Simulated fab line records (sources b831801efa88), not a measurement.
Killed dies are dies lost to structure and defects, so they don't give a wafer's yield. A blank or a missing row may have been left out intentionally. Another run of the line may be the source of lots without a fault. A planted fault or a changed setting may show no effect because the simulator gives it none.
Comparing a struck lot with a sound one	flow sky130	44 steps out of a route of 708
Sound: the wafers L555.1, L555.4, L555.5. Struck: wafer L572.3 (left out: L572.1, L572.4 of the same lot, which were not struck); the cause appears at the end.
Each step with rows lists, per side, the tool, then ch with its chambers, then its first start. Under that, the readings that differ: sound wafers	struck wafers	difference of the means	sigmas: that difference in standard deviations of wafers without a fault.
alike: readings with means less than 2 such deviations apart, plus words and numbers identical on both sides. not compared: withheld readings, readings lacking a value on some wafer, bounds such as >300 that could conceal the same value, and numbers that have no deviation in the record and whose values overlap.
A row with sigmas, a row that says differs or no value, or rows on one side alone: a step with any of these is where the two part. When numbers do not overlap yet have no deviation, they are printed without sigmas and do not part them. Lack of a reading on every wafer of one side parts them only where that side has two or more wafers.

first, 1 step without rows for these wafers: SKY_VIA2_ETCH_15 (etches SiO2 in C4F8/O2/Ar, stops on TiN, target depth 546 nm, time 84 s).
SKY_VIA2_STRIP_16: strips in O2/N2.
  sound on plasmaAsher-02 ch 0,1, day 39 01:03; struck on plasmaAsher-02 ch 1, day 43 02:37
  alike: drypumpMotorCurrentA, oesProductAu, stripTimeToEndpointS
  not compared: rfHoursCounterH
then, 3 steps without rows for these wafers: SKY_VIA2_STRIP_17 (strips in post etch residue remover, time 1200 s); SKY_VIA2_CLEAN_18 (cleans in IPA, time 180 s); SKY_VIA2_CLEAN_19 (cleans in O3/DIW).
SKY_VIA2_SPUTTER_20: material TiN, target thk 20 nm, time 80 s.
  sound: pvdSputter-04 at day 39 01:39; struck: pvdSputter-02 at day 43 03:12
  alike: chamberPressurePa, throttleValvePct
SKY_VIA2_CVD_21: deposits W, target thk 420 nm, time 126.4 s.
  sound on cvdW-01 ch 0,1, day 39 01:43; struck on cvdW-02 ch 0, day 43 03:16
  alike: heaterPowerOuterW, heaterPowerW
SKY_VIA2_RS_MEAS_22: uses a four-point probe to measure.
  sound: filmMetro-03 at day 39 01:50; struck: filmMetro-04 at day 43 03:24
  alike: VIA2_W_RS
SKY_VIA2_THK_MEAS_23: measures by xrf.
  sound: filmMetro-03 at day 39 01:58; struck: filmMetro-04 at day 43 03:31
  alike: VIA2_W_THK
then, 3 steps without rows for these wafers: SKY_VIA2_CMP_24 (polishes, stops on SiO2, t overpolish 20 s, target thk 0 nm); SKY_METAL3_SPUTTER_00 (material Ti, target thk 15 nm, time 10 s); SKY_METAL3_SPUTTER_01 (material TiN, target thk 20 nm, time 16.7 s).
SKY_METAL3_SPUTTER_02: material AlCu, target thk 735 nm, time 39.1 s.
  sound: pvdSputter-02 at day 39 02:22; struck: pvdSputter-01 at day 43 03:55
reading	sound	struck	difference	sigmas
chamberPressurePa (Pa)	0.3998 0.4007 0.4017	0.2965	-0.1042	-99 or more
throttleValvePct (%)	30.3 30.0 28.6	33.4	+3.8	+4
model.AlCu_of_METAL3_SPUTTER_02.thkNm (nm)	761.7 741.7 745	775	+26	
SKY_METAL3_SPUTTER_03: material Ti, target thk 5 nm, time 3.3 s.
  sound: pvdSputter-02 at day 39 02:24; struck: pvdSputter-01 at day 43 03:58
  alike: chamberPressurePa, throttleValvePct
SKY_METAL3_SPUTTER_04: material TiN, target thk 70 nm, time 58.3 s.
  sound: pvdSputter-02 at day 39 02:25; struck: pvdSputter-01 at day 43 03:59
  alike: chamberPressurePa, throttleValvePct
then, 1 step without rows for these wafers: SKY_CAPM_CVD_00 (deposits SiO2, target thk 15.5 nm).
SKY_CAPM_THK_MEAS_01:
  sound: filmMetro-01 at day 39 02:30; struck: filmMetro-01 at day 43 04:03
  alike: CAPM_CVD_00_THK
then, 1 step without rows for these wafers: SKY_CAPM_SPUTTER_02 (material TiN, target thk 200 nm, time 174 s).
SKY_CAPM_RS_MEAS_03: uses a four-point probe to measure.
  sound: filmMetro-01 at day 39 02:40; struck: filmMetro-02 at day 43 04:13
  alike: CAPM_TIN_RS
SKY_CAPM_THK_MEAS_04: measures by xrf.
  sound: filmMetro-01 at day 39 02:47; struck: filmMetro-02 at day 43 04:20
  alike: CAPM_TIN_THK
then, 7 steps without rows for these wafers: SKY_CAPM_DEHYDRATE_05 (time 60 s); SKY_CAPM_HMDS_06 (prime time 60 s); SKY_CAPM_COAT_07 (resist thk 1140 nm); SKY_CAPM_SOFTBAKE_08 (time 60 s); SKY_CAPM_EXPOSE_09 (exposes mask CAPM, target cd 1000 nm); SKY_CAPM_PEB_10; SKY_CAPM_DEVELOP_11 (develop time 60 s).
SKY_CAPM_OVL_MEAS_12:
  sound: overlay-02 at day 40 04:08; struck: overlay-01 at day 44 03:56
  alike: CAPM_OVL
then, 13 steps without rows for these wafers: SKY_CAPM_METAL_ETCH_13 (etches TiN in Cl2/BCl3, stops on SiO2, target depth 220 nm, time 62.9 s); SKY_CAPM_STRIP_14 (strips in O2/N2); SKY_CAPM_STRIP_15 (strips in post etch residue remover, time 1200 s); SKY_CAPM_CLEAN_16 (cleans in IPA, time 180 s); SKY_CAPM_CLEAN_17 (cleans in O3/DIW); SKY_METAL3_DEHYDRATE_05 (time 60 s); SKY_METAL3_HMDS_06 (prime time 60 s); SKY_METAL3_COAT_07 (resist thk 60 nm); SKY_METAL3_COAT_08 (resist thk 1140 nm); SKY_METAL3_SOFTBAKE_09 (time 90 s); SKY_METAL3_EXPOSE_10 (exposes mask MM3, target cd 300 nm); SKY_METAL3_PEB_11; SKY_METAL3_DEVELOP_12 (develop time 60 s).
SKY_METAL3_CD_MEAS_13 targets a cd of 300 nm.
  sound: cdSem-01 at day 41 05:27; struck: cdSem-02 at day 45 02:34
  alike: cdNm
SKY_METAL3_METAL_ETCH_18: etches the open film in Cl2/BCl3, stops on SiO2, target depth 845 nm, time 183.1 s.
  sound on rieMetal-04 ch 0,1, day 41 05:46; struck on rieMetal-04 ch 0, day 45 02:52
reading	sound	struck	difference	sigmas
oesProductAu (a.u.)	0.874 0.870 0.870	0.888	+0.017	+3
  alike: drypumpMotorCurrentA, heBacksideLeakSccm, mfcCl2Sccm, throttleValvePct
  not compared: rfHoursCounterH
-- the record jumps here: 6 days lie between the struck wafers' starts before and after (it left off in module METAL3 and takes up again in module PAD_OPEN, whose first step shown is number 708 of the route) --
SKY_PAD_OPEN_PROBE_99:
  sound: prober-01 at day 48 04:11; struck: prober-02 at day 51 01:44
reading	sound	struck	difference	sigmas
model.etest.met3.lineOhmUm	0.141 0.1429 0.1391	0.1308	-0.0102	
model.etest.met3.rsOhmSq	0.04136 0.0427 0.04267	0.0403	-0.0019	
  alike: defectLimitedYield, killed_at_M0_to_M3, killed_at_M4_up, killedAtContacts, killedAtFrontEnd, killedAtOther, killedDies, killedOpen, killedShort, sort_bin_3_pad_short, sort_bin_5_function, sort_bin_6_memory, sortNPass, sortYieldPct

## WHERE THEY PART
First at SKY_METAL3_SPUTTER_02; last, within this record, at SKY_METAL3_METAL_ETCH_18. Later steps at which nothing parts them and some readings are alike: SKY_PAD_OPEN_PROBE_99.

WHY: what had been put in by the simulator
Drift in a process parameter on pvdSputter-01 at SKY_METAL3_SPUTTER_02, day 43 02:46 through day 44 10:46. The setting chamberPressurePa was moved by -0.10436, starting from 0.4. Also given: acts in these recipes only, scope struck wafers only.
